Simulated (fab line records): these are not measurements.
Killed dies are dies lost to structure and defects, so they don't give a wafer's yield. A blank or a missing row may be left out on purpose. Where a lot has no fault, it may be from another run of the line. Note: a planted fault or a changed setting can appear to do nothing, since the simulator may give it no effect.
Which tool is to blame? -- flow gf180mcu -- 7 lots with 20 wafers sampled at 3 steps, on a route of 602 steps

== WHAT THE GAUGES SHOWED, per wafer ==
GF_V2_CD_MEAS_14: the cd target is 260 nm.
lot,measured,on,cd nm (nm)
L577,day 20 17:21,cd sem-02,259.6 258.0 258.6
L586,day 24 00:46,cd sem-01,266.8 262.1
L588,day 24 13:46,cd sem-01,262.2 262.5 261.4
L592,day 26 01:19,cd sem-02,260.3 260.7 260.8
L594,day 26 14:13,cd sem-01,259.1 258.0 258.9
L597,day 27 08:55,cd sem-02,260.7 259.8 260.5
L599,day 27 23:07,cd sem-01,257.3 258.9 258.0

== TOOL THAT RAN EACH LOT (tool first, then ch and the chambers of the sampled wafers, then the start) ==
lot,GF_V1_STRIP_18,GF_V2_COAT_09
L577,"plasma asher-01 ch 0,1, day 18 13:44","litho track-04 ch 0, day 20 04:00"
L586,"plasma asher-03 ch 0, day 22 00:24","litho track-01 ch 0, day 23 13:00"
L588,"plasma asher-01 ch 0,1, day 22 13:02","litho track-02 ch 0, day 24 01:00"
L592,"plasma asher-01 ch 0,1, day 24 04:29","litho track-04 ch 0, day 25 14:00"
L594,"plasma asher-01 ch 0,1, day 24 17:08","litho track-02 ch 0, day 26 04:00"
L597,"plasma asher-02 ch 0,1, day 25 13:00","litho track-04 ch 0, day 26 22:00"
L599,"plasma asher-01 ch 0,1, day 26 02:35","litho track-01 ch 0, day 27 12:00"
- GF_V1_STRIP_18: strips in O2/N2.
- GF_V2_COAT_09: resist thk 1000 nm.

== THE ANSWER, worked out from the rows above alone ==
Rule: the usual values come from the lots themselves. Put in order of their means at a reading, lots are off if they are a third of the lots or fewer, leave a main group of 4 or more, and stand apart from it by a gap of 3 or more times the standard deviation of the main group's means; of several such gaps the widest counts. The tables above print the reading to a certain number of digits; a main group whose means all agree to those digits is not used. Also off: a lot with no number at a reading for which 4 or more lots have one. Where the step has rows for the other lots, those lots are counted as sound.
Across all readings shown, no lot is off: no conclusion can be drawn from this.

== WHAT HAD BEEN PUT IN BY THE SIMULATOR ==
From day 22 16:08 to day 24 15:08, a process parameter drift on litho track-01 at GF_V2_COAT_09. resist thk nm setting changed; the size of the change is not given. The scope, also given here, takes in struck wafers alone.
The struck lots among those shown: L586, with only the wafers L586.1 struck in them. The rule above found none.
